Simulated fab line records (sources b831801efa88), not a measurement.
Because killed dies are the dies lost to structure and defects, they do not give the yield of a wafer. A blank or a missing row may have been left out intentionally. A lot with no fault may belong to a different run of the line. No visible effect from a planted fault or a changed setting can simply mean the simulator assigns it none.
fab line records    flow gf180mcu    part 2 of 2: steps 31 to 44 of 44
[record] lots = 5  wafers = 15  lastDay = 34
route steps=602 shown PSD@258 NSD@262 SAB@264 SALICIDE@278 CONTACT@287
lots with no fault: from the same line, run without faults
startH: hours from the record's first day to the start of the lot's first wafer shown    waitH: hours since the lot's step before    " repeats the value in the row above    L1.1+2: a row that stands for several wafers    - no value present, or no start provided    * or withheld: withheld    < > ~ a bound
route shown NAME@n: NAME is a module with steps in the file, n the number in the route of the first one    usual: mean/standard deviation taken from wafers without a fault    same: alike in all rows    chamber/n: place in a boat    sites: per-site readings    _std_site: how widely they spread, as a standard deviation    _edge_site: inner sites' mean taken away from outer sites' mean    radiusMm: for every site, how far away it sits from the centre of the wafer    mask NAME#n: copy n    behind: the most recent tool/chamber to have shaped the wafer    hold: why the lot went on hold/how many hours it stayed there/how the hold came to an end    device: the transistor (n, p or np) that didn't switch    end of line: tests run on the same wafers once the route is complete    where a step has no rows: the recipe by itself    killed: dies lost to structure and defects at the first sort, not the wafer's yield    map: per-die view of a wafer (x killed, . not killed, _ where there is no die)
set.NAME: the setting the step ran with; set.NAME@STEP: the setting that earlier step ran with    model.NAME: the simulator's own value behind a step, which no gauge read
lots at some steps of the route; a table a step, a row a wafer
services: when a tool's chamber went out of use (startH, in hours from the record's first day, below 0 if earlier), for how many hours, and the reason
[[steps]]
[step GF_CONTACT_THK_MEAS_01]
[recipe] reads = SiO2_of_CONTACT_CVD_00
[usual] CONTACT_CVD_00_THK = 301/3.7
lot.wafer  tool          chamber  startH  waitH  CONTACT_CVD_00_THK[nm]
L075.4     filmMetro-04  -        346.44  0.0    308
L075.5     "             -        "       "      303
L075.6     "             -        "       "      307
L081.3     filmMetro-01  -        400.37  0.0    301
L081.4     "             -        "       "      298
L081.5     "             -        "       "      303
L083.1     filmMetro-01  -        417.02  0.0    300
L083.2     "             -        "       "      305
L083.5     "             -        "       "      301
L090.1     filmMetro-04  -        475.96  0.0    302
L090.2     "             -        "       "      300
L090.4     "             -        "       "      309
L097.2     filmMetro-01  -        538.91  0.0    298
L097.5     "             -        "       "      298
L097.6     "             -        "       "      301
[step GF_CONTACT_CVD_02]
[recipe] material = SiO2  targetThkNm = 860  precursor = TEOS  tempC = 400  timeS = 95.992  rfW = 600
[usual] heaterPowerW = 635/86
lot.wafer  tool      chamber  startH  waitH  heaterPowerW
L075.4     pecvd-02  0        346.50  0.1    622
L075.5     "         2        "       "      493
L075.6     "         1        "       "      711
L081.3     pecvd-01  0        400.41  0.0    658
L081.4     "         2        "       "      682
L081.5     "         0        "       "      547
L083.1     pecvd-02  1        417.08  0.1    647
L083.2     "         0        "       "      740
L083.5     "         2        "       "      488
L090.1     pecvd-01  0        476.02  0.1    640
L090.2     "         1        "       "      567
L090.4     "         1        "       "      453
L097.2     pecvd-01  0        538.96  0.0    674
L097.5     "         0        "       "      687
L097.6     "         1        "       "      549
[step GF_CONTACT_THK_MEAS_03]
[recipe] reads = SiO2_of_CONTACT_CVD_02
[usual] CONTACT_CVD_02_THK = 855/13
lot.wafer  tool          chamber  startH  waitH  CONTACT_CVD_02_THK[nm]
L075.4     filmMetro-01  -        346.57  0.0    843
L075.5     "             -        "       "      870
L075.6     "             -        "       "      847
L081.3     filmMetro-02  -        400.52  0.1    859
L081.4     "             -        "       "      858
L081.5     "             -        "       "      862
L083.1     filmMetro-02  -        417.15  0.0    846
L083.2     "             -        "       "      848
L083.5     "             -        "       "      877
L090.1     filmMetro-02  -        476.09  0.0    854
L090.2     "             -        "       "      846
L090.4     "             -        "       "      855
L097.2     filmMetro-02  -        539.04  0.0    863
L097.5     "             -        "       "      875
L097.6     "             -        "       "      863
[step GF_CONTACT_CMP_04]
[recipe] material = SiO2  downForcePsi = 4  platenRpm = 60  padVelocityMS = 0.94248
[usual] motorCurrentA = 12.4/0.96  retainingRingPressureFrac = 1.000/0.0052  timeToEndpointS = 108/6.4
lot.wafer  tool    chamber  startH  waitH  motorCurrentA  retainingRingPressureFrac  timeToEndpointS
L075.4     cmp-01  2        346.75  0.2    12.5           0.991                      106
L075.6     "       3        "       "      11.3           0.992                      107
L075.5     "       0        "       "      14.4           1.003                      110
L081.4     cmp-02  2        400.66  0.1    12.0           0.988                      103
L081.3     "       3        "       "      12.1           1.001                      113
L081.5     "       0        "       "      12.6           1.006                      113
L083.2     cmp-01  0        417.26  0.1    14.3           1.009                      99
L083.1     "       2        "       "      12.8           1.008                      104
L083.5     "       3        "       "      10.4           1.007                      118
L090.1     cmp-02  2        476.15  0.1    12.0           1.003                      103
L090.2     "       3        "       "      12.9           0.998                      105
L090.4     "       1        "       "      11.6           0.999                      103
L097.2     cmp-01  3        539.19  0.1    11.3           0.996                      110
L097.5     "       1        "       "      11.7           1.008                      112
L097.6     "       2        "       "      13.2           1.000                      110
[step GF_CONTACT_BOW_MEAS_05]
[recipe] mode = bow
[usual] CONTACT_BOW = 67/6.6
lot.wafer  tool          chamber  startH  waitH  CONTACT_BOW[um]
L075.4     filmMetro-04  -        346.96  0.2    55
L075.5     "             -        "       "      65
L075.6     "             -        "       "      64
L081.3     filmMetro-04  -        400.90  0.1    60
L081.4     "             -        "       "      67
L081.5     "             -        "       "      68
L083.1     filmMetro-01  -        417.51  0.1    60
L083.2     "             -        "       "      54
L083.5     "             -        "       "      65
L090.1     filmMetro-04  -        476.45  0.2    64
L090.2     "             -        "       "      59
L090.4     "             -        "       "      75
L097.2     filmMetro-04  -        539.41  0.2    59
L097.5     "             -        "       "      76
L097.6     "             -        "       "      67
[step GF_CONTACT_DEHYDRATE_06]
[recipe] tempC = 200  timeS = 60
lot.wafer   tool           chamber  startH  waitH
L075.4+5+6  lithoTrack-01  0        357.03  10.0
L081.3+4+5  lithoTrack-03  0        412.22  11.3
L083.1+2+5  lithoTrack-03  0        428.72  11.2
L090.1+2+4  lithoTrack-03  0        488.11  11.6
L097.2+5+6  lithoTrack-04  0        549.92  10.5
[step GF_CONTACT_HMDS_07]
[recipe] primeTimeS = 60  primeTempC = 120
lot.wafer   tool           chamber  startH  waitH
L075.4+5+6  lithoTrack-01  0        357.18  0.1
L081.3+4+5  lithoTrack-03  0        412.37  0.1
L083.1+2+5  lithoTrack-03  0        428.87  0.1
L090.1+2+4  lithoTrack-03  0        488.26  0.1
L097.2+5+6  lithoTrack-04  0        550.07  0.1
[step GF_CONTACT_COAT_08]
[recipe] resist = BARC  tempC = withheld  timeS = withheld  spinRpm = withheld  resistThkNm = withheld
lot.wafer   tool           chamber  startH  waitH
L075.4+5+6  lithoTrack-01  0        357.33  0.1
L081.3+4+5  lithoTrack-03  0        412.52  0.1
L083.1+2+5  lithoTrack-03  0        429.02  0.1
L090.1+2+4  lithoTrack-03  0        488.41  0.1
L097.2+5+6  lithoTrack-04  0        550.22  0.1
[step GF_CONTACT_COAT_09]
[recipe] resist = KrF  spinRpm = withheld  resistThkNm = 1000
lot.wafer   tool           chamber  startH  waitH
L075.4+5+6  lithoTrack-01  0        -       -
L081.3+4+5  lithoTrack-03  0        -       -
L083.1+2+5  lithoTrack-03  0        -       -
L090.1+2+4  lithoTrack-03  0        -       -
L097.2+5+6  lithoTrack-04  0        -       -
[step GF_CONTACT_SOFTBAKE_10]
[recipe] tempC = 130  timeS = 60  resist = KrF
lot.wafer   tool           chamber  startH  waitH
L075.4+5+6  lithoTrack-01  0        -       -
L081.3+4+5  lithoTrack-03  0        -       -
L083.1+2+5  lithoTrack-03  0        -       -
L090.1+2+4  lithoTrack-03  0        -       -
L097.2+5+6  lithoTrack-04  0        -       -
[step GF_CONTACT_EXPOSE_11]
[recipe] maskId = Contact  targetCdNm = 220  na = 0.68  sourceShape = conventional  sigmaOuter = 0.6  doseMj = 38
lot.wafer   tool           chamber  startH  waitH  mask
L075.4+5+6  krfScanner-01  0        -       -      Contact#0
L081.3+4+5  krfScanner-02  0        -       -      Contact#0
L083.1+2+5  krfScanner-01  0        -       -      Contact#0
L090.1+2+4  krfScanner-02  0        -       -      Contact#0
L097.2+5+6  krfScanner-01  0        -       -      Contact#0
[step GF_CONTACT_PEB_12]
[recipe] pebTempC = 135  pebTimeS = 90  resist = KrF
lot.wafer   tool           chamber  startH  waitH
L075.4+5+6  lithoTrack-04  0        -       -
L081.3+4+5  lithoTrack-03  0        -       -
L083.1+2+5  lithoTrack-03  0        -       -
L090.1+2+4  lithoTrack-01  0        -       -
L097.2+5+6  lithoTrack-04  0        -       -
[step GF_CONTACT_DEVELOP_13]
[recipe] developTimeS = 60  resist = KrF  devTempC = 21
lot.wafer   tool           chamber  startH  waitH
L075.4+5+6  lithoTrack-04  0        368.97  0.1
L081.3+4+5  lithoTrack-03  0        424.32  0.1
L083.1+2+5  lithoTrack-03  0        440.87  0.2
L090.1+2+4  lithoTrack-01  0        500.60  0.2
L097.2+5+6  lithoTrack-04  0        561.67  0.2
[step GF_CONTACT_CD_MEAS_14]
[recipe] targetCdNm = 220
[usual] cdNm = 220.3/1.6
lot.wafer  tool      chamber  startH  waitH  cdNm
L075.4     cdSem-01  -        369.11  0.1    219.3
L075.5     "         -        "       "      220.2
L075.6     "         -        "       "      218.1
L081.3     cdSem-01  -        424.46  0.1    219.9
L081.4     "         -        "       "      219.7
L081.5     "         -        "       "      220.3
L083.1     cdSem-02  -        441.02  0.1    221.2
L083.2     "         -        "       "      221.0
L083.5     "         -        "       "      221.0
L090.1     cdSem-02  -        500.75  0.1    219.0
L090.2     "         -        "       "      220.0
L090.4     "         -        "       "      218.1
L097.2     cdSem-02  -        561.81  0.1    218.8
L097.5     "         -        "       "      219.6
L097.6     "         -        "       "      220.2
[[services]]
tool             chamber  startH  hours  kind
rieDiel-01       2        303.09  3.8    repair
krfScanner-01    -        317.31  1.3    pm
cmp-01           -        329.07  1.6    repair
pecvd-01         -        330.88  0.5    repair
rieDiel-01       0        357.46  5.5    repair
krfScanner-01    -        362.00  36.0   pm
cmp-01           -        380.27  3.6    pm
cmp-01           -        384.10  0.3    repair
rieDiel-01       2        394.66  9.1    repair
ilineStepper-01  -        416.32  1.1    repair
rieDiel-01       -        419.04  4.0    pm
plasmaAsher-01   -        421.25  9.0    pm
ilineStepper-01  -        421.35  11.3   repair
rieDiel-01       3        431.93  2.7    repair
plasmaAsher-02   -        433.95  2.8    pm
ilineStepper-01  -        435.25  1.7    pm
rieDiel-01       3        461.31  31.4   repair
rieDiel-01       0        479.58  7.1    repair
rieDiel-01       -        490.63  2.8    pm
ilineStepper-01  -        500.51  8.9    pm
plasmaAsher-01   -        514.86  34.5   repair
pvdSputter-01    -        530.86  3.7    repair
plasmaAsher-02   -        554.59  3.3    repair
plasmaAsher-01   -        559.27  2.5    repair
